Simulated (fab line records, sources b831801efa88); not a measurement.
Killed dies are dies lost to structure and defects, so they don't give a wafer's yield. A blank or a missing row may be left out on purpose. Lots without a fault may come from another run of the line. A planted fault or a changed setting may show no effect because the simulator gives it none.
fab line records | flow sky130
record lots=6 wafers=18 last_day=50
route steps=708 shown SONOS_ONO@186 GATE_OXIDE@187 PAD_OPEN@708
lots that met no fault: from a run of the same line without faults
start_h: hours from the record's first day to the start of the lot's first wafer shown | wait_h: hours since the lot's step before | " the same as in the row above | L1.1+2: a row that stands for several wafers | - no value, or no start given | * or withheld: withheld | < > ~ a bound
route shown NAME@n: a module of which the file shows steps, and the number in the route of the first | usual: mean/standard deviation of fault-free wafers | same: alike in all rows | chamber/n: place in a boat | sites: the reading at each site | _std_site: their standard deviation | _edge_site: outer sites' mean less inner sites' | radius_mm: how far each site lies from the wafer's centre | mask NAME#n: copy n | behind: the tool/chamber that last shaped the wafer | hold: why the lot was held/for how many hours/how that ended | device: the transistor (n, p or np) that didn't switch | end of line: the same wafers' tests at the end of the route | a step without rows: its recipe alone | killed: dies lost to structure and defects at the first sort, not the wafer's yield | map: a wafer's dies, x killed, . not, _ none there
set.NAME: the setting as run; set.NAME@STEP: as run at that earlier step | model.NAME: the simulator's own value behind a step, which no gauge read
lots at some steps of the route; a table a step, a row a wafer
services: from which hour (start_h, from the record's first day; less than 0 if before it) a tool's chamber was out of use, for how many hours, and why
## steps
# step SKY_SONOS_ONO_WET_ETCH_18
# recipe chemistry=H3PO4 target_depth_nm=15 target=Si3N4 temp_c=160 time_s=172
# step SKY_GATE_OXIDE_CLEAN_00
# recipe chemistry=SC1/SC2 mix=1:4:20 temp_c=70 time_s=150 dry=n2_spin
# step SKY_GATE_OXIDE_OXIDATION_01
# recipe temp_c=900 ambient=O2 stabilise_s=600 purge_s=300 target_thk_a=102.68 ox_time_s=1473
# step SKY_GATE_OXIDE_THK_MEAS_02
# recipe reads=SiO2_of_GATE_OXIDE_OXIDATION_01
# usual GATE_OXIDE_OXIDATION_00_THK=10.26/0.22
# columns lot.wafer tool chamber start_h wait_h GATE_OXIDE_OXIDATION_00_THK[nm]
L879.2 film_metro-03 - 312.09 0.0 10.42
L879.3 " - " " 10.55
L879.6 " - " " 10.31
L882.1 film_metro-03 - 335.07 0.0 10.03
L882.2 " - " " 10.07
L882.5 " - " " 10.07
L887.2 film_metro-03 - 391.50 0.0 10.66
L887.3 " - " " 10.59
L887.4 " - " " 10.56
L891.1 film_metro-03 - 414.14 0.0 10.15
L891.4 " - " " 10.04
L891.6 " - " " 10.07
L892.1 film_metro-03 - 423.81 0.0 10.30
L892.4 " - " " 10.17
L892.6 " - " " 10.38
L897.3 film_metro-01 - 467.07 0.0 10.30
L897.4 " - " " 10.46
L897.6 " - " " 10.31
# step SKY_GATE_OXIDE_DEHYDRATE_03
# recipe temp_c=200 time_s=60
# step SKY_GATE_OXIDE_HMDS_04
# recipe prime_time_s=60 prime_temp_c=120
# step SKY_GATE_OXIDE_COAT_05
# recipe resist=NOVOLAK spin_rpm=3000 resist_thk_nm=1140
# step SKY_GATE_OXIDE_SOFTBAKE_06
# recipe temp_c=90 time_s=60 resist=NOVOLAK
# step SKY_GATE_OXIDE_EXPOSE_07
# recipe mask_id=LVOM na=0.6 source_shape=conventional sigma_outer=0.6 polarization=unpolarized target_cd_nm=600 dose_mj=170
# step SKY_GATE_OXIDE_PEB_08
# recipe temp_c=withheld time_s=* resist=NOVOLAK
# step SKY_GATE_OXIDE_DEVELOP_09
# recipe resist=NOVOLAK developer=TMAH develop_time_s=60 dev_temp_c=23
# step SKY_GATE_OXIDE_OVL_MEAS_10
# usual GATE_OXIDE_OVL=-0.6/1.3
# columns lot.wafer tool chamber start_h wait_h GATE_OXIDE_OVL[nm]
L879.2 overlay-01 - 339.48 0.1 -0.9
L879.3 " - " " -0.8
L879.6 " - " " -1.0
L882.1 overlay-01 - 363.35 0.1 -0.2
L882.2 " - " " 1.3
L882.5 " - " " -0.2
L887.2 overlay-01 - 422.00 0.1 -2.0
L887.3 " - " " -1.5
L887.4 " - " " -0.2
L891.1 overlay-01 - 445.45 0.1 -1.1
L891.4 " - " " -1.2
L891.6 " - " " -0.7
L892.1 overlay-02 - 455.28 0.1 -1.3
L892.4 " - " " -0.7
L892.6 " - " " 0.4
L897.3 overlay-01 - 498.76 0.1 -0.7
L897.4 " - " " 0.5
L897.6 " - " " -2.4
# step SKY_GATE_OXIDE_IMPLANT_11
# recipe species=B energy_kev=10 dose_cm2=2.6e+12 tilt_deg=withheld
# usual dose_ions_cm2=2.5995e+12/2.8e+09 faraday_current_uA=14.72/0.27
# columns lot.wafer tool chamber start_h wait_h dose_ions_cm2 faraday_current_uA
L879.2 implanter-02 0 339.53 0.0 2.5952e+12 14.47
L879.3 " 0 " " 2.6009e+12 14.67
L879.6 " 0 " " 2.6033e+12 14.56
L882.1 implanter-04 0 363.38 0.0 2.6006e+12 15.17
L882.2 " 0 " " 2.5952e+12 14.26
L882.5 " 0 " " 2.6016e+12 14.59
L887.2 implanter-02 0 422.06 0.0 1.9358e+12 10.91
L887.3 " 0 " " 1.9376e+12 10.84
L887.4 " 0 " " 1.94e+12 10.82
L891.1 implanter-04 0 445.48 0.0 2.5986e+12 14.77
L891.4 " 0 " " 2.599e+12 14.40
L891.6 " 0 " " 2.5977e+12 14.51
L892.1 implanter-02 0 455.31 0.0 1.9319e+12 11.10
L892.4 " 0 " " 1.9341e+12 10.69
L892.6 " 0 " " 1.9354e+12 11.39
L897.3 implanter-01 0 498.83 0.1 2.6009e+12 14.40
L897.4 " 0 " " 2.5967e+12 14.50
L897.6 " 0 " " 2.6003e+12 14.91
# step SKY_GATE_OXIDE_WET_ETCH_12
# recipe chemistry=dHF target_depth_nm=16.8 dry=n2_spin target=SiO2 dilution=100:1 temp_c=25 time_s=336
# step SKY_GATE_OXIDE_STRIP_13
# recipe chemistry=O2/N2 power_w=1400 pressure_mtorr=1500 platen_temp_c=withheld o2_flow_sccm=3000 n2_flow_sccm=300 overash_fraction=0.5
# usual drypump_motor_current_A=6.1/0.33 n2_flow_sccm=300.1/0.87 oes_product_au=0.715/0.0049 strip_time_to_endpoint_s=14.21/0.045
# columns lot.wafer tool chamber start_h wait_h drypump_motor_current_A n2_flow_sccm oes_product_au rf_hours_counter_h strip_time_to_endpoint_s
L879.2 plasma_asher-04 1 339.76 0.0 6.0 301.1 0.713 53 14.25
L879.3 " 0 " " 6.5 300.6 0.711 - 14.29
L879.6 " 0 " " 6.5 300.3 0.714 - 14.28
L882.1 plasma_asher-01 1 363.63 0.0 5.7 300.3 0.711 62 14.23
L882.2 " 0 " " 6.5 299.2 0.715 62 14.18
L882.5 " 1 " " 5.7 299.9 0.717 - 14.24
L887.2 plasma_asher-03 1 422.28 0.0 5.7 300.4 0.719 74 14.23
L887.3 " 1 " " 5.8 300.1 0.722 - 14.20
L887.4 " 0 " " 6.1 300.7 0.715 - 14.21
L891.1 plasma_asher-01 0 445.74 0.0 6.5 299.7 0.707 2 14.17
L891.4 " 0 " " 6.5 300.5 0.716 - 14.15
L891.6 " 0 " " 6.5 300.4 0.710 - 14.18
L892.1 plasma_asher-04 0 455.57 0.0 6.5 299.8 0.723 65 14.17
L892.4 " 0 " " 6.5 299.9 0.710 - 14.17
L892.6 " 1 " " 6.0 299.8 0.711 - 14.16
L897.3 plasma_asher-04 1 499.07 0.0 6.0 300.5 0.718 - 14.24
L897.4 " 0 " " 6.5 298.9 0.715 - 14.20
L897.6 " 1 " " 6.0 301.5 0.710 - 14.21
# step SKY_GATE_OXIDE_TW_MEAS_14
# usual GATE_OXIDE_TW=224.8/1
# columns lot.wafer tool chamber start_h wait_h GATE_OXIDE_TW
L879.2 film_metro-04 - 339.87 0.1 224.4
L879.3 " - " " 225.7
L879.6 " - " " 226.1
L882.1 film_metro-03 - 363.73 0.1 223.9
L882.2 " - " " 224.1
L882.5 " - " " 224.1
L887.2 film_metro-03 - 422.39 0.1 205.0
L887.3 " - " " 206.0
L887.4 " - " " 206.1
L891.1 film_metro-04 - 445.84 0.1 225.4
L891.4 " - " " 226.7
L891.6 " - " " 226.0
L892.1 film_metro-01 - 455.67 0.1 205.3
L892.4 " - " " 206.1
L892.6 " - " " 205.6
L897.3 film_metro-04 - 499.15 0.1 225.6
L897.4 " - " " 226.1
L897.6 " - " " 226.1
# step SKY_GATE_OXIDE_CLEAN_15
# recipe chemistry=SC1/SC2 mix=1:4:20 temp_c=70 time_s=150 dry=n2_spin
# step SKY_PAD_OPEN_PROBE_99
# usual killed_at_M0_to_M3=43/7.3 killed_at_M4_up=3.2/1.9 killed_at_contacts=25/5.4 killed_at_front_end=16/4.4 killed_at_other=0.4/0.66 killed_dies=87/11 killed_open=48/7.9 killed_short=39/6.5
# same gross_dies=492 killed_at_back_side=0
# columns lot.wafer tool chamber start_h wait_h killed_at_M0_to_M3 killed_at_M4_up killed_at_contacts killed_at_front_end killed_at_other killed_dies killed_open killed_short model.etest.tip_p.rs_ohm_sq model.etest.pfet_01v8.r_on_ohm_um model.etest.nfet_01v8_lvt.drive_ua_um model.etest.nfet_01v8_turned.drive_ua_um model.etest.nfet_01v8.drive_ua_um model.etest.sram_nfet_pass.drive_ua_um model.etest.nfet_01v8_swapped.drive_ua_um model.etest.pfet_01v8_lvt.drive_ua_um
L879.2 prober-02 - 1107.57 0.1 41 2 19 22 2 86 46 39 6784 2878 572.9 506.5 505 483.7 505.5 176.2
L879.3 prober-02 - 1107.62 0.2 46 2 34 13 0 95 61 34 6800 2902 576.6 510.2 511.5 496.9 508 176.6
L879.6 prober-02 - 1107.77 0.2 58 2 31 22 0 113 59 54 6730 2892 568.3 498.2 497.9 486.9 495.9 175.2
L882.1 prober-02 - 1129.66 0.1 42 5 33 16 0 96 62 34 6683 2865 540.7 476.6 472.8 446.8 476.4 173.9
L882.2 prober-02 - 1129.71 0.1 48 2 28 12 0 90 55 35 6710 2858 555 487.5 483.4 466.8 485.8 177.2
L882.5 prober-02 - 1129.86 0.2 39 5 32 17 0 93 44 49 6700 2859 558.5 484.6 485.4 462.2 484.8 176.9
L887.2 prober-01 - 1165.07 0.1 42 4 19 15 0 80 44 35 - - - - - - - -
L887.3 prober-01 - 1165.12 0.2 39 3 29 11 0 82 40 41 - - - - - - - -
L887.4 prober-01 - 1165.17 0.2 45 3 32 23 0 103 69 33 - - - - - - - -
L891.1 prober-01 - 1178.44 0.1 42 4 18 20 1 85 48 37 6957 2941 560.6 489 488.6 466.1 494.6 176.7
L891.4 prober-01 - 1178.59 0.2 49 0 27 17 0 93 50 43 7007 3014 556.6 486.3 485.7 474.4 484.4 173.4
L891.6 prober-01 - 1178.69 0.2 45 3 27 21 0 96 47 49 6978 3020 557.1 487 486.2 452.3 486.3 173.1
L892.1 prober-02 - 1179.93 0.1 44 0 32 14 1 91 54 37 7138 3066 610.9 538.9 535.2 539.7 535 143.3
L892.4 prober-02 - 1180.08 0.2 54 3 28 17 0 102 58 44 7111 3004 624 553.4 551.8 537.4 548.5 145.6
L892.6 prober-02 - 1180.18 0.2 54 2 17 9 2 84 45 39 7169 3175 599.8 521.7 519.8 512.4 523 141.3
L897.3 prober-01 - 1205.05 0.2 41 5 15 15 1 77 43 34 6860 3051 559.2 486.4 483.4 483.7 486.3 168.8
L897.4 prober-01 - 1205.10 0.2 58 8 32 19 0 117 64 53 6876 3049 551.6 486.9 482.2 468.7 482.6 170.1
L897.6 prober-01 - 1205.20 0.2 47 1 24 20 1 93 47 45 6929 3016 570.2 497.9 498.6 492.9 500.6 168.3
# killed by level:class
L879.2 POLY_GATE:geometric_particle:open=9 CONTACT:geometric_particle:open=9 VIA3:geometric_particle:open=7 VIA3:geometric_particle:short=6 VIA1:geometric_particle:open=6 POLY_GATE:geometric_particle:short=5 CONTACT:geometric_particle:short=5 VIA1:geometric_particle:short=5
L879.3 CONTACT:geometric_particle:open=16 VIA1:geometric_particle:open=10 CONTACT:geometric_particle:short=8 VIA2:geometric_particle:open=8 METAL2:geometric_particle:short=7 VIA3:geometric_particle:open=6 LI_CONTACT:geometric_particle:open=4 METAL1:geometric_particle:short=4
L879.6 VIA1:geometric_particle:open=12 CONTACT:geometric_particle:open=10 VIA3:geometric_particle:open=10 METAL2:geometric_particle:short=8 METAL1:geometric_particle:short=8 LI_CONTACT:geometric_particle:open=7 FIELD_ISO:geometric_particle:short=6 VIA1:geometric_particle:short=6
L882.1 CONTACT:geometric_particle:open=20 VIA1:geometric_particle:open=12 VIA2:geometric_particle:open=9 LI_CONTACT:geometric_particle:open=7 METAL1:geometric_particle:short=6 FIELD_ISO:geometric_particle:open=5 FIELD_ISO:geometric_particle:short=4 METAL4:geometric_particle:short=4
L882.2 VIA1:geometric_particle:open=18 LI_CONTACT:geometric_particle:open=12 CONTACT:geometric_particle:short=7 CONTACT:geometric_particle:open=7 METAL1:geometric_particle:short=5 METAL2:geometric_particle:short=5 VIA1:geometric_particle:short=4 METAL2:geometric_particle:open=4
L882.5 CONTACT:geometric_particle:open=11 LI_CONTACT:geometric_particle:open=9 VIA1:geometric_particle:short=9 VIA1:geometric_particle:open=8 METAL2:geometric_particle:short=7 FIELD_ISO:geometric_particle:short=6 CONTACT:geometric_particle:short=6 FIELD_ISO:geometric_particle:open=4
L887.2 VIA1:geometric_particle:open=8 LI_CONTACT:geometric_particle:open=6 CONTACT:geometric_particle:open=6 VIA3:geometric_particle:open=5 VIA1:geometric_particle:short=5 METAL2:geometric_particle:short=5 METAL2:geometric_particle:open=5 FIELD_ISO:geometric_particle:short=4
L887.3 LI_CONTACT:geometric_particle:open=12 METAL2:geometric_particle:short=8 VIA1:geometric_particle:short=7 VIA1:geometric_particle:open=7 CONTACT:geometric_particle:short=6 CONTACT:geometric_particle:open=6 FIELD_ISO:geometric_particle:open=5 VIA2:geometric_particle:open=5
L887.4 CONTACT:geometric_particle:open=15 LI_CONTACT:geometric_particle:open=9 VIA1:geometric_particle:open=9 METAL1:geometric_particle:short=8 VIA3:geometric_particle:open=7 POLY_GATE:geometric_particle:open=7 FIELD_ISO:geometric_particle:short=6 FIELD_ISO:geometric_particle:open=5
L891.1 VIA1:geometric_particle:open=15 CONTACT:geometric_particle:open=9 METAL1:geometric_particle:short=8 FIELD_ISO:geometric_particle:short=6 FIELD_ISO:geometric_particle:open=5 METAL2:geometric_particle:short=5 LI_CONTACT:geometric_particle:open=5 VIA1:geometric_particle:short=5
L891.4 CONTACT:geometric_particle:open=14 VIA1:geometric_particle:open=10 VIA2:geometric_particle:open=10 LOCAL_INTERCONNECT:geometric_particle:short=6 VIA3:geometric_particle:short=5 VIA2:geometric_particle:short=5 METAL3:geometric_particle:short=5 VIA3:geometric_particle:open=5
L891.6 VIA1:geometric_particle:open=11 LI_CONTACT:geometric_particle:open=10 CONTACT:geometric_particle:open=7 METAL1:geometric_particle:short=7 VIA1:geometric_particle:short=6 FIELD_ISO:geometric_particle:open=5 POLY_GATE:geometric_particle:short=4 LOCAL_INTERCONNECT:geometric_particle:short=4
L892.1 CONTACT:geometric_particle:open=10 VIA3:geometric_particle:open=9 CONTACT:geometric_particle:short=8 LI_CONTACT:geometric_particle:open=7 VIA2:geometric_particle:open=7 VIA1:geometric_particle:open=6 METAL1:geometric_particle:short=5 LOCAL_INTERCONNECT:geometric_particle:short=5
L892.4 CONTACT:geometric_particle:open=14 VIA1:geometric_particle:open=10 POLY_GATE:geometric_particle:open=9 VIA3:geometric_particle:short=8 METAL2:geometric_particle:short=6 VIA1:geometric_particle:short=6 LI_CONTACT:geometric_particle:open=5 METAL1:geometric_particle:short=5
L892.6 VIA2:geometric_particle:open=13 VIA1:geometric_particle:open=10 METAL1:geometric_particle:short=9 CONTACT:geometric_particle:open=7 VIA3:geometric_particle:short=5 LI_CONTACT:geometric_particle:open=4 CONTACT:geometric_particle:short=4 VIA1:geometric_particle:short=4
L897.3 VIA1:geometric_particle:open=10 VIA3:geometric_particle:open=8 LI_CONTACT:geometric_particle:open=6 METAL1:geometric_particle:short=5 FIELD_ISO:geometric_particle:short=4 POLY_GATE:geometric_particle:open=4 POLY_GATE:geometric_particle:short=4 METAL2:geometric_particle:short=4
L897.4 CONTACT:geometric_particle:open=16 VIA3:geometric_particle:open=10 METAL1:geometric_particle:short=8 VIA1:geometric_particle:open=8 VIA1:geometric_particle:short=8 CONTACT:geometric_particle:short=7 METAL2:geometric_particle:short=7 FIELD_ISO:geometric_particle:open=6
L897.6 VIA1:geometric_particle:open=11 CONTACT:geometric_particle:short=7 METAL1:geometric_particle:short=7 VIA2:geometric_particle:open=7 FIELD_ISO:geometric_particle:open=5 LI_CONTACT:geometric_particle:open=5 CONTACT:geometric_particle:open=5 METAL2:geometric_particle:short=5
## services
# columns tool chamber start_h hours kind
implanter-01 - 385.33 5.9 pm
implanter-01 - 406.94 21.1 repair
implanter-02 - 411.65 3.3 repair
implanter-04 - 416.27 1.8 repair
plasma_asher-01 - 421.25 9.0 pm
plasma_asher-01 0 421.25 9.0 vent_cycle
plasma_asher-01 1 421.25 9.0 vent_cycle
implanter-01 - 421.82 1.1 repair
implanter-04 - 429.50 6.5 repair
plasma_asher-01 0 430.25 - clean
plasma_asher-01 1 430.25 - clean
implanter-01 - 436.08 1.8 repair
implanter-04 - 452.86 6.5 pm
plasma_asher-04 - 462.81 2.6 repair
implanter-02 - 468.66 2.5 repair
implanter-02 - 475.17 2.3 pm
implanter-04 - 485.46 85.9 pm
plasma_asher-01 - 487.41 1.3 repair
## key
first_sign step=SKY_GATE_OXIDE_IMPLANT_11 reading=dose_ions_cm2 direction=down sigmas=99+ usual=* struck=*
effect step=SKY_GATE_OXIDE_IMPLANT_11 reading=faraday_current_uA direction=down sigmas=14 usual=14.72 struck=10.96
effect step=SKY_GATE_OXIDE_TW_MEAS_14 reading=GATE_OXIDE_TW direction=down sigmas=19 usual=224.8 struck=205.7
model_effect step=SKY_PAD_OPEN_PROBE_99 value=etest.tip_p.rs_ohm_sq without=6822 struck=7140
met_at SKY_GATE_OXIDE_IMPLANT_11
struck_wafers L887.2,L887.3,L887.4,L892.1,L892.4,L892.6
tester_left_out L887,L892
onset_between 339.53 422.06
fault kind=process_parameter_drift tool=implanter-02 chamber=- onset_h=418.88 steps=SKY_GATE_OXIDE_IMPLANT_11 channel=dose_cm2 offset=* shape=step end_h=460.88 acts_in=* stated=*
# tester_left_out: of these lots the tester's yield and bins aren't shown, on N5 and GAA mostly nor the transistor test; their killed dies are dies lost to structure and defects alone, not to doping, threshold or leakage, so they don't give the yield
